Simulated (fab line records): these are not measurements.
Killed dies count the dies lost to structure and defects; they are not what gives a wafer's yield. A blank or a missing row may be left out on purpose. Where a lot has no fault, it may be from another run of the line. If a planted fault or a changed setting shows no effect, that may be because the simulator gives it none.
A struck lot beside a sound one ; flow sky130 ; 22 out of 708 route steps
Sound: wafers L263.2, L263.4, L263.6. Struck: wafers L270.2, L270.4, L270.5. Last of all comes the cause.
For every step that has rows: the tool of each side, followed by ch and its chambers, followed by its first start. Under that, the readings that differ: sound wafers ; struck wafers ; difference of the means ; sigmas: that difference in standard deviations of wafers without a fault.
alike: words and numbers the same on both sides, and readings whose means are apart by under 2 such deviations; not compared: readings that were withheld, readings missing a value for some wafer, numbers with overlapping values and no deviation given by the record, and bounds like >300 which may hide the same value.
A row with sigmas, a row that says differs or no value, or rows on one side alone: a step with any of these is where the two part. When numbers do not overlap yet have no deviation, they are printed without sigmas and do not part them. A reading missing from all wafers of one side parts the sides only when that side holds two or more wafers.

first, 1 step without rows for these wafers: SKY_POLY_GATE_OXIDATION_20 (stabilise 600 s, purge 300 s, target thk 4 nm).
SKY_POLY_GATE_THK_MEAS_21:
  sound on film_metro-03, day 19 13:45; struck on film_metro-01, day 21 20:50
  alike: POLY_GATE_OXIDATION_THK
SKY_POLY_GATE_CD_MEAS_22:
  sound on cd_sem-01, day 19 13:50; struck on cd_sem-01, day 21 20:55
  alike: cd_nm
then, 7 steps without rows for these wafers: SKY_LDD_N_DEHYDRATE_00 (time 60 s); SKY_LDD_N_HMDS_01 (prime time 60 s); SKY_LDD_N_COAT_02 (resist thk 300 nm); SKY_LDD_N_SOFTBAKE_03 (time 60 s); SKY_LDD_N_EXPOSE_04 (exposes mask NTM, target cd 840 nm); SKY_LDD_N_PEB_05; SKY_LDD_N_DEVELOP_06 (develop time 60 s).
SKY_LDD_N_OVL_MEAS_07:
  sound on overlay-01, day 20 20:19; struck on overlay-01, day 23 03:15
  alike: LDD_N_OVL
following that, these wafers have no rows for 1 step: SKY_LDD_N_IMPLANT_08.
SKY_LDD_N_IMPLANT_09:
  sound on implanter-02 ch 0, day 20 20:31; struck on implanter-02 ch 0, day 23 03:27
reading;sound;struck;difference;sigmas
beam_on_s (s);9.86 9.95 9.83;10.63 10.58 10.40;+0.66;+3
dose_ions_cm2;7.515e+13 7.492e+13 7.508e+13;9.71e+13 9.701e+13 9.698e+13;+2.20e+13;+99 or more
faraday_current_uA;428 423 428;513 515 525;+91;+11
  alike: rotation_deg
then, 6 steps without rows for these wafers: SKY_LDD_N_IMPLANT_10; SKY_LDD_N_IMPLANT_11; SKY_LDD_N_IMPLANT_12; SKY_LDD_N_IMPLANT_13; SKY_LDD_N_IMPLANT_14; SKY_LDD_N_IMPLANT_15.
SKY_LDD_N_STRIP_16: strips in O2/N2.
  sound on plasma_asher-02 ch 0,1, day 20 21:32; struck on plasma_asher-02 ch 0, day 23 04:29
reading;sound;struck;difference;sigmas
strip_time_to_endpoint_s (s);4.312 4.314 4.318;4.397 4.403 4.408;+0.088;+6
  alike: drypump_motor_current_A, oes_product_au
  not compared: rf_hours_counter_h
SKY_LDD_N_TW_MEAS_17:
  sound on film_metro-04, day 20 21:39; struck on film_metro-04, day 23 04:35
  alike: LDD_N_TW
-- a jump in the record: the struck wafers' starts before and after are 26 days apart (it breaks off in module LDD_N and resumes in module PAD_OPEN, where the first step shown is number 708 of the route) --
SKY_PAD_OPEN_PROBE_99:
  sound on prober-01, day 48 00:49; struck on prober-02, day 49 05:22
reading;sound;struck;difference;sigmas
killed_at_contacts;18 18 21;29 34 29;+12;+2
model.etest.tip_n.rs_ohm_sq;438.7 440.2 443.8;418.7 417.2 422.1;-21.6;
  alike: killed_at_M0_to_M3, killed_at_M4_up, killed_at_front_end, killed_at_other, killed_dies, killed_open, killed_short

## WHERE THEY PART
Last at SKY_PAD_OPEN_PROBE_99 as far as this record goes, first at SKY_LDD_N_IMPLANT_09.

WHY: the cause the simulator had injected
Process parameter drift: implanter-02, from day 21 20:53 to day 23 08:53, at SKY_LDD_N_IMPLANT_09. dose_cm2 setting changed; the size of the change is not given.
